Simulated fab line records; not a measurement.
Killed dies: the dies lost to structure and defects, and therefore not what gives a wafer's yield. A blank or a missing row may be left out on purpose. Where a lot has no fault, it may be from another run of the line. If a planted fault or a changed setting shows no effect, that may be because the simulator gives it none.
fab line records -- flow sky130
[record] lots = 5, wafers = 15, lastDay = 50
route steps=708 shown VIA4@650 METAL5@661 PAD_OPEN@708
lots untouched by any fault: they come from a run of this same line in which no faults occurred
startH: hours from the record's first day to the start of the lot's first wafer shown -- waitH: how many hours have passed since the lot's step before this one -- " as in the row above -- L1.1+2: a single row standing in for several wafers -- - no value present, or no start provided -- * or withheld: withheld -- < > ~ a bound
route shown NAME@n: NAME is a module with steps in the file, n the number in the route of the first one -- usual: mean/standard deviation of fault-free wafers -- same: alike in all rows -- chamber/n: place in a boat -- sites: the reading at each site -- _std_site: standard deviation of those values -- _edge_site: outer sites' mean less inner sites' -- radiusMm: for every site, how far away it sits from the centre of the wafer -- mask NAME#n: copy n -- behind: the most recent tool/chamber to have shaped the wafer -- hold: reason for holding the lot/hours on hold/outcome of the hold -- device: the transistor (n, p or np) that didn't switch -- end of line: the same wafers' tests at the end of the route -- a step given without rows: its recipe and nothing more -- killed: dies lost to structure and defects at the first sort, not the wafer's yield -- map: shows each die of a wafer: x if killed, . if not, _ if none is there
set.NAME: the setting that was run; set.NAME@STEP: the one run at that earlier step -- model.NAME: the simulator's own value behind a step, which no gauge read
a table for each step, a row for each wafer; lots at some steps of the route
services: a tool's chamber out of use, with start hour (startH, from the record's first day; less than 0 if before it), hours out, and reason
[[steps]]
[step SKY_VIA4_OVL_MEAS_11]
[usual] VIA4_OVL = 0.1/1.3
lot.wafer,tool,chamber,startH,waitH,VIA4_OVL[nm]
L742.1,overlay-01,-,1029.71,0.1,-2.1
L742.5,overlay-01,-,1029.71,0.1,-0.6
L742.6,overlay-01,-,1029.71,0.1,-0.1
L749.1,overlay-02,-,1078.01,0.1,1.6
L749.3,overlay-02,-,1078.01,0.1,1.6
L749.6,overlay-02,-,1078.01,0.1,0.4
L753.2,overlay-01,-,1107.80,0.1,1.3
L753.4,overlay-01,-,1107.80,0.1,1.5
L753.6,overlay-01,-,1107.80,0.1,1.4
L759.3,overlay-02,-,1126.91,0.1,-1.7
L759.4,overlay-02,-,1126.91,0.1,-3.4
L759.5,overlay-02,-,1126.91,0.1,-2.8
L760.3,overlay-01,-,1139.11,0.1,1.9
L760.5,overlay-01,-,1139.11,0.1,2.4
L760.6,overlay-01,-,1139.11,0.1,2.3
[step SKY_VIA4_ETCH_12]
[recipe] target = SiO2, chemistry = C4F8/O2/Ar, stopOn = TiN, maskMaterial = NOVOLAK, sourceW = 1500, biasW = 1200, pressureMtorr = 40, c4f8FlowSccm = withheld, O2_flow_sccm = 6, Ar_flow_sccm = 300, timeS = withheld, targetDepthA = 5800
[step SKY_VIA4_STRIP_13]
[recipe] chemistry = O2/N2, powerW = 1400, pressureMtorr = 1500, platenTempC = withheld, o2FlowSccm = 3000, n2FlowSccm = 300, overashFraction = 0.5
[step SKY_VIA4_STRIP_14]
[recipe] chemistry = postEtchResidueRemover, timeS = 1200, tempC = 72.5
[step SKY_VIA4_CLEAN_15]
[recipe] chemistry = IPA, timeS = 180, tempC = 25
[step SKY_VIA4_CLEAN_16]
[recipe] chemistry = O3/DIW, dry = n2Spin
[step SKY_VIA4_SPUTTER_17]
[recipe] material = TiN, targetThkNm = 20, chamberPressurePa = 5, powerW = 4000, timeS = 80
[usual] chamberPressurePa = 5.000/0.011, throttleValvePct = 30.2/1.2
lot.wafer,tool,chamber,startH,waitH,chamberPressurePa,throttleValvePct
L742.1,pvdSputter-01,-,1030.46,0.0,4.991,28.6
L742.5,pvdSputter-01,-,1030.46,0.0,4.993,30.3
L742.6,pvdSputter-01,-,1030.46,0.0,5.000,31.0
L749.1,pvdSputter-03,-,1078.71,0.0,4.994,29.6
L749.3,pvdSputter-03,-,1078.71,0.0,5.010,31.7
L749.6,pvdSputter-03,-,1078.71,0.0,4.995,31.9
L753.2,pvdSputter-01,-,1108.50,0.0,4.991,29.0
L753.4,pvdSputter-01,-,1108.50,0.0,5.007,31.1
L753.6,pvdSputter-01,-,1108.50,0.0,5.000,30.9
L759.3,pvdSputter-01,-,1127.60,0.0,5.002,29.1
L759.4,pvdSputter-01,-,1127.60,0.0,5.013,30.2
L759.5,pvdSputter-01,-,1127.60,0.0,5.004,29.0
L760.3,pvdSputter-03,-,1139.80,0.0,5.004,29.7
L760.5,pvdSputter-03,-,1139.80,0.0,4.987,31.2
L760.6,pvdSputter-03,-,1139.80,0.0,4.995,31.9
[step SKY_VIA4_CVD_18]
[recipe] material = W, targetThkNm = 505, timeS = 152.14, tempC = 400, pressureTorr = 40
[usual] heaterPowerW = 785/51
lot.wafer,tool,chamber,startH,waitH,heaterPowerW
L742.1,cvdW-02,1,1030.52,0.0,824
L742.5,cvdW-02,1,1030.52,0.0,799
L742.6,cvdW-02,0,1030.52,0.0,809
L749.1,cvdW-01,1,1078.77,0.0,778
L749.3,cvdW-01,0,1078.77,0.0,681
L749.6,cvdW-01,1,1078.77,0.0,805
L753.2,cvdW-02,0,1108.56,0.0,797
L753.4,cvdW-02,1,1108.56,0.0,837
L753.6,cvdW-02,1,1108.56,0.0,798
L759.3,cvdW-02,1,1127.71,0.1,809
L759.4,cvdW-02,0,1127.71,0.1,804
L759.5,cvdW-02,1,1127.71,0.1,814
L760.3,cvdW-01,1,1139.91,0.1,787
L760.5,cvdW-01,0,1139.91,0.1,691
L760.6,cvdW-01,1,1139.91,0.1,808
[step SKY_VIA4_RS_MEAS_19]
[recipe] thkMeasGauge = four-point-probe, reads = W_of_VIA4_CVD_18+TiN_of_VIA4_SPUTTER_17
[usual] VIA4_W_RS = 0.2269/0.0023
lot.wafer,tool,chamber,startH,waitH,VIA4_W_RS[ohm/sq]
L742.1,filmMetro-01,-,1030.67,0.1,0.2259
L742.5,filmMetro-01,-,1030.67,0.1,0.2252
L742.6,filmMetro-01,-,1030.67,0.1,0.2282
L749.1,filmMetro-03,-,1078.93,0.1,0.2306
L749.3,filmMetro-03,-,1078.93,0.1,0.2267
L749.6,filmMetro-03,-,1078.93,0.1,0.2256
L753.2,filmMetro-01,-,1108.73,0.1,0.2270
L753.4,filmMetro-01,-,1108.73,0.1,0.2244
L753.6,filmMetro-01,-,1108.73,0.1,0.2258
L759.3,filmMetro-03,-,1127.85,0.1,0.2266
L759.4,filmMetro-03,-,1127.85,0.1,0.2301
L759.5,filmMetro-03,-,1127.85,0.1,0.2293
L760.3,filmMetro-03,-,1140.05,0.1,0.2262
L760.5,filmMetro-03,-,1140.05,0.1,0.2281
L760.6,filmMetro-03,-,1140.05,0.1,0.2287
[step SKY_VIA4_THK_MEAS_20]
[recipe] thkMeasGauge = xrf, reads = W_of_VIA4_CVD_18
[usual] VIA4_W_THK = 499/6.2
lot.wafer,tool,chamber,startH,waitH,VIA4_W_THK[nm]
L742.1,filmMetro-01,-,1030.79,0.1,499
L742.5,filmMetro-01,-,1030.79,0.1,500
L742.6,filmMetro-01,-,1030.79,0.1,494
L749.1,filmMetro-03,-,1079.05,0.1,493
L749.3,filmMetro-03,-,1079.05,0.1,499
L749.6,filmMetro-03,-,1079.05,0.1,502
L753.2,filmMetro-01,-,1108.84,0.1,503
L753.4,filmMetro-01,-,1108.84,0.1,507
L753.6,filmMetro-01,-,1108.84,0.1,501
L759.3,filmMetro-03,-,1127.95,0.1,499
L759.4,filmMetro-03,-,1127.95,0.1,495
L759.5,filmMetro-03,-,1127.95,0.1,495
L760.3,filmMetro-03,-,1140.15,0.1,499
L760.5,filmMetro-03,-,1140.15,0.1,497
L760.6,filmMetro-03,-,1140.15,0.1,495
[step SKY_VIA4_CMP_21]
[recipe] stopOn = SiO2, tOverpolishS = 25, downForcePsi = 3.5, platenRpm = 60, targetThkNm = 0, padVelocityMS = 0.94248
[usual] motorCurrentA = 11.2/1.4, overpolishRunS = 25.000/0.0087, retainingRingPressureFrac = 1.001/0.0052, slurryFlowMlMin = 150.0/0.47, timeToEndpointS = 121/3.1
[same] tOverpolishS = 25
lot.wafer,tool,chamber,startH,waitH,motorCurrentA,overpolishRunS,retainingRingPressureFrac,slurryFlowMlMin,timeToEndpointS
L742.1,cmp-02,2,1031.00,0.2,13.0,24.997,0.999,149.6,123
L742.6,cmp-02,3,1031.00,0.2,9.3,24.998,1.008,148.8,124
L742.5,cmp-02,0,1031.00,0.2,10.8,25.011,1.000,150.2,124
L749.3,cmp-01,2,1079.16,0.1,9.1,25.008,1.006,148.9,123
L749.1,cmp-01,3,1079.16,0.1,12.7,25.001,0.999,149.7,120
L749.6,cmp-01,1,1079.16,0.1,12.0,24.998,0.994,149.3,122
L753.4,cmp-02,0,1109.01,0.1,10.5,25.000,1.003,149.5,124
L753.2,cmp-02,2,1109.01,0.1,12.5,25.007,0.998,150.6,123
L753.6,cmp-02,0,1109.01,0.1,11.3,24.998,1.006,149.8,124
L759.3,cmp-02,1,1127.99,0.0,10.5,25.011,0.995,149.8,119
L759.4,cmp-02,0,1127.99,0.0,10.9,25.003,1.008,151.0,120
L759.5,cmp-02,2,1127.99,0.0,12.4,24.999,0.989,150.0,119
L760.3,cmp-02,2,1140.19,0.0,13.3,25.004,1.001,150.2,123
L760.5,cmp-02,2,1140.19,0.0,12.7,25.014,1.003,149.8,116
L760.6,cmp-02,3,1140.19,0.0,9.5,25.010,1.000,150.5,124
[step SKY_METAL5_SPUTTER_00]
[recipe] material = Ti, targetThkNm = 15, powerW = 3000, timeS = 10, chamberPressurePa = 0.4
[usual] chamberPressurePa = 0.3999/0.00072, throttleValvePct = 30.7/1.2
lot.wafer,tool,chamber,startH,waitH,chamberPressurePa,throttleValvePct
L742.1,pvdSputter-02,-,1031.15,0.1,0.4003,30.9
L742.5,pvdSputter-02,-,1031.15,0.1,0.4010,30.8
L742.6,pvdSputter-02,-,1031.15,0.1,0.4007,29.2
L749.1,pvdSputter-03,-,1079.41,0.1,0.3991,29.5
L749.3,pvdSputter-03,-,1079.41,0.1,0.4001,31.8
L749.6,pvdSputter-03,-,1079.41,0.1,0.3992,29.9
L753.2,pvdSputter-03,-,1109.31,0.1,0.4013,30.0
L753.4,pvdSputter-03,-,1109.31,0.1,0.4010,31.5
L753.6,pvdSputter-03,-,1109.31,0.1,0.4002,29.4
L759.3,pvdSputter-02,-,1128.29,0.2,0.3986,29.4
L759.4,pvdSputter-02,-,1128.29,0.2,0.3991,31.7
L759.5,pvdSputter-02,-,1128.29,0.2,0.3990,30.9
L760.3,pvdSputter-04,-,1140.49,0.2,0.4007,32.1
L760.5,pvdSputter-04,-,1140.49,0.2,0.4005,29.2
L760.6,pvdSputter-04,-,1140.49,0.2,0.3999,31.8
[step SKY_METAL5_SPUTTER_01]
[recipe] material = TiN, targetThkNm = 20, powerW = 6500, timeS = 16.7, chamberPressurePa = 0.4
[usual] chamberPressurePa = 0.3998/0.00084, throttleValvePct = 30.7/1.2
lot.wafer,tool,chamber,startH,waitH,chamberPressurePa,throttleValvePct,model.TiN_of_METAL5_SPUTTER_01.thkNm
L742.1,pvdSputter-02,-,1031.18,0.0,0.3997,31.2,19.97
L742.5,pvdSputter-02,-,1031.18,0.0,0.3997,31.0,19.88
L742.6,pvdSputter-02,-,1031.18,0.0,0.3984,29.2,20.19
L749.1,pvdSputter-03,-,1079.43,0.0,0.3998,29.6,19.86
L749.3,pvdSputter-03,-,1079.43,0.0,0.4002,31.8,19.93
L749.6,pvdSputter-03,-,1079.43,0.0,0.4000,29.7,19.73
L753.2,pvdSputter-03,-,1109.33,0.0,0.4003,30.0,29.88
L753.4,pvdSputter-03,-,1109.33,0.0,0.3983,31.6,20.1
L753.6,pvdSputter-03,-,1109.33,0.0,0.4004,30.0,20.16
L759.3,pvdSputter-02,-,1128.31,0.0,0.3998,29.2,20.28
L759.4,pvdSputter-02,-,1128.31,0.0,0.4011,31.4,19.87
L759.5,pvdSputter-02,-,1128.31,0.0,0.3999,30.7,19.92
L760.3,pvdSputter-04,-,1140.51,0.0,0.4005,32.2,20.02
L760.5,pvdSputter-04,-,1140.51,0.0,0.3988,29.2,20.43
L760.6,pvdSputter-04,-,1140.51,0.0,0.3999,32.1,20.13
[step SKY_METAL5_SPUTTER_02]
[recipe] material = AlCu, targetThkNm = 1150, powerW = 10600, timeS = 61.2, chamberPressurePa = 0.4
[usual] chamberPressurePa = 0.4002/0.00079, throttleValvePct = 30.6/1.2
lot.wafer,tool,chamber,startH,waitH,chamberPressurePa,throttleValvePct
L742.1,pvdSputter-02,-,1031.20,0.0,0.4000,30.8
L742.5,pvdSputter-02,-,1031.20,0.0,0.4003,30.7
L742.6,pvdSputter-02,-,1031.20,0.0,0.4002,29.3
L749.1,pvdSputter-03,-,1079.45,0.0,0.3997,29.8
L749.3,pvdSputter-03,-,1079.45,0.0,0.4004,31.9
L749.6,pvdSputter-03,-,1079.45,0.0,0.4011,29.8
L753.2,pvdSputter-03,-,1109.36,0.0,0.3991,29.5
L753.4,pvdSputter-03,-,1109.36,0.0,0.3990,31.5
L753.6,pvdSputter-03,-,1109.36,0.0,0.3992,29.4
L759.3,pvdSputter-02,-,1128.34,0.0,0.4005,29.1
L759.4,pvdSputter-02,-,1128.34,0.0,0.3988,31.4
L759.5,pvdSputter-02,-,1128.34,0.0,0.3981,30.8
L760.3,pvdSputter-04,-,1140.54,0.0,0.4003,31.9
L760.5,pvdSputter-04,-,1140.54,0.0,0.4007,29.1
L760.6,pvdSputter-04,-,1140.54,0.0,0.3994,31.8
[step SKY_PAD_OPEN_PROBE_99]
[usual] defectLimitedYield = 82.7/1.8, killed_at_M0_to_M3 = 44/6.8, killed_at_M4_up = 3.2/1.7, killedAtContacts = 24/4.9, killedAtFrontEnd = 14/4.1, killedAtOther = 0.2/0.51, killedDies = 85/8.7, killedOpen = 46/6.8, killedShort = 39/6.1, sort_bin_3_pad_short = 0.9/0.43, sort_bin_5_function = 10.1/1.4, sort_bin_6_memory = 6.3/1.1, sortNPass = 407/8.7, sortYieldPct = 82.7/1.8
[same] grossDies = 492, killedAtBackSide = 0, sort_bin_4_leakage[%] = 0, sort_bin_8_speed[%] = 0
lot.wafer,tool,chamber,startH,waitH,defectLimitedYield[%],killed_at_M0_to_M3,killed_at_M4_up,killedAtContacts,killedAtFrontEnd,killedAtOther,killedDies,killedOpen,killedShort,sort_bin_3_pad_short[%],sort_bin_5_function[%],sort_bin_6_memory[%],sortNPass,sortYieldPct[%]
L742.1,prober-02,-,1098.59,0.1,80.5,55,1,22,18,0,96,52,44,1.2,11.4,6.9,396,80.5
L742.5,prober-02,-,1098.79,0.2,84.8,31,7,23,14,0,75,40,35,0.8,9.3,5.1,417,84.8
L742.6,prober-02,-,1098.84,0.2,83.7,47,6,17,10,0,80,49,31,0.6,10.2,5.5,412,83.7
// killed by level:class
L742.1 VIA1:geometricParticle:open=13 FIELD_ISO:geometricParticle:open=7 CONTACT:geometricParticle:short=7 VIA1:geometricParticle:short=7 METAL2:geometricParticle:short=7 VIA3:geometricParticle:open=7 LI_CONTACT:geometricParticle:open=6 VIA2:geometricParticle:open=6
L742.5 CONTACT:geometricParticle:open=9 LI_CONTACT:geometricParticle:open=7 VIA1:geometricParticle:open=7 POLY_GATE:geometricParticle:short=5 METAL4:geometricParticle:short=5 FIELD_ISO:geometricParticle:short=4 METAL2:geometricParticle:short=4 VIA3:geometricParticle:open=4
L742.6 VIA1:geometricParticle:open=12 VIA3:geometricParticle:open=9 VIA2:geometricParticle:open=7 CONTACT:geometricParticle:open=6 FIELD_ISO:geometricParticle:open=4 METAL4:geometricParticle:short=4 LOCAL_INTERCONNECT:geometricParticle:short=3 CONTACT:geometricParticle:short=3
[[services]]
tool,chamber,startH,hours,kind
cvdW-01,-,1013.55,2.8,pm
pvdSputter-03,-,1019.20,13.2,repair
cmp-02,-,1027.32,2.0,repair
cvdW-01,1,1034.53,9.9,repair
cvdW-01,-,1043.76,1.5,repair
cmp-02,-,1046.39,3.2,repair
cmp-01,-,1048.24,5.1,repair
cmp-01,-,1049.59,0.8,repair
cmp-02,-,1069.96,1.3,repair
cmp-01,-,1073.61,2.7,repair
cmp-02,-,1084.17,4.0,pm
cmp-02,-,1088.17,-,consumableReplace:conditioner
cmp-02,-,1088.17,-,consumableReplace:pad
pvdSputter-02,-,1095.70,4.1,repair
cmp-01,-,1119.59,3.8,repair
cmp-02,-,1123.48,4.2,pm
cmp-01,-,1140.51,4.5,repair
[[key]]
firstSign none at tools or gauges
[modelEffect] step = SKY_METAL5_SPUTTER_01, value = TiN_of_METAL5_SPUTTER_01.thkNm, without = 19.95, struck = 29.88
metAt SKY_METAL5_SPUTTER_01
struckWafers L753.2
onsetBetween 1079.43 1109.33
[fault] kind = processParameterDrift, tool = pvdSputter-03, chamber = -, onsetH = 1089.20, steps = SKY_METAL5_SPUTTER_01, channel = targetThkNm, offset = 9.9289, shape = step, endH = 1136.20, scope = struckWafersOnly, actsIn = theseRecipesOnly, stated = 20
